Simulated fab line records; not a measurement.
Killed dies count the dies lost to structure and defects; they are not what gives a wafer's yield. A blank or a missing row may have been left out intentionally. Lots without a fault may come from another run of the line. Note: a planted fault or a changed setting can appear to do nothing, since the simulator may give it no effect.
A struck lot beside a sound one ; flow sky130 ; 15 steps out of a route of 708
Sound: the wafers L987.2, L987.3, L987.5. Struck: wafers L997.3, L997.5, L997.6. The cause is named last.
At each step with rows: each side's tool, then ch and its chambers, then its first start. Under that, the readings that differ: sound wafers ; struck wafers ; difference of the means ; sigmas: that difference in standard deviations of wafers without a fault.
alike: same words and numbers on both sides, and readings whose means sit less than 2 such deviations apart. not compared: any withheld reading, any reading some wafer has no value for, any bound like >300 that may hide the same value, and any number with overlapping values for which the record gives no deviation.
A row with sigmas, a row that says differs or no value, or rows on one side alone: a step with any of these is where the two part. Numbers that don't overlap but have no deviation are shown without sigmas and don't part them. A reading that every wafer of one side lacks parts them only if that side has two wafers or more.

SKY_METAL4_METAL_ETCH_18: etches the open film in Cl2/BCl3, stops on SiO2, target depth 845 nm, time 183.1 s.
  sound on rieMetal-01 ch 0,1, day 41 18:00; struck on rieMetal-03 ch 0,1, day 44 14:02
  alike: biasW, chamberPressureMTorr, drypumpMotorCurrentA, oesProductAu, throttleValvePct
  not compared: rfHoursCounterH
SKY_METAL4_STRIP_19: strips in O2/N2.
  sound on plasmaAsher-01 ch 1, day 41 18:10; struck on plasmaAsher-01 ch 0,1, day 44 14:11
  alike: chamberPressureMTorr, drypumpMotorCurrentA, oesProductAu, stripTimeToEndpointS
  not compared: rfHoursCounterH
then, 4 steps without rows for these wafers: SKY_METAL4_STRIP_20 (strips in post etch residue remover, time 1200 s); SKY_METAL4_CLEAN_21 (cleans in IPA, time 180 s); SKY_METAL4_CLEAN_22 (cleans in O3/DIW); SKY_VIA4_HDPCVD_00 (deposits SiO2, target thk 1750 nm, time 291.7 s).
SKY_VIA4_THK_MEAS_01:
  sound on filmMetro-01, day 41 18:58; struck on filmMetro-01, day 44 14:56
  alike: VIA4_HDPCVD_THK
SKY_VIA4_CMP_02: polishes SiO2.
  sound on cmp-01 ch 0,1,2, day 41 19:04; struck on cmp-02 ch 0,1,2, day 44 15:08
  alike: headPressurePsi, motorCurrentA
SKY_VIA4_BOW_MEAS_03:
  sound on filmMetro-01, day 41 19:20; struck on filmMetro-03, day 44 15:19
  alike: VIA4_BOW
then, 3 steps without rows for these wafers: SKY_VIA4_DEHYDRATE_04 (time 60 s); SKY_VIA4_HMDS_05 (prime time 60 s); SKY_VIA4_COAT_06 (resist thk 1140 nm).
SKY_VIA4_SOFTBAKE_07: time 60 s.
  sound on lithoTrack-01 ch 0, day 42 07:04; struck on lithoTrack-01 ch 0, day 45 01:35
reading;sound;struck;difference;sigmas
heaterPowerTotalW (W);56.66 56.65 56.57;58.11 58.00 58.13;+1.45;+31
runLengthS (s);89.22 89.25 89.13;85.17 85.22 85.21;-4.00;-15
  alike: chillPlateTempC
then, 1 step without rows for these wafers: SKY_VIA4_EXPOSE_08 (exposes mask VIM4, target cd 800 nm).
-- the record jumps here: 3 days lie between the struck wafers' starts before and after (it left off in module VIA4 and takes up again in module PAD_OPEN, whose first step shown is number 708 of the route) --
SKY_PAD_OPEN_PROBE_99:
  sound on prober-02, day 45 18:35; struck on prober-01, day 48 06:32
reading;sound;struck;difference;sigmas
killed_at_M4_up;0 1 4;10 4 3;+4;+2
  alike: defectLimitedYield, killed_at_M0_to_M3, killedAtContacts, killedAtFrontEnd, killedAtOther, killedDies, killedOpen, killedShort, sort_bin_3_pad_short, sort_bin_5_function, sort_bin_6_memory, sortNPass, sortYieldPct

WHERE THEY PART
First at SKY_VIA4_SOFTBAKE_07; last, within this record, at SKY_PAD_OPEN_PROBE_99.

WHY: the cause the simulator had injected
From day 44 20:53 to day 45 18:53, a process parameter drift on lithoTrack-01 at SKY_VIA4_SOFTBAKE_07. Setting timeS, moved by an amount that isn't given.
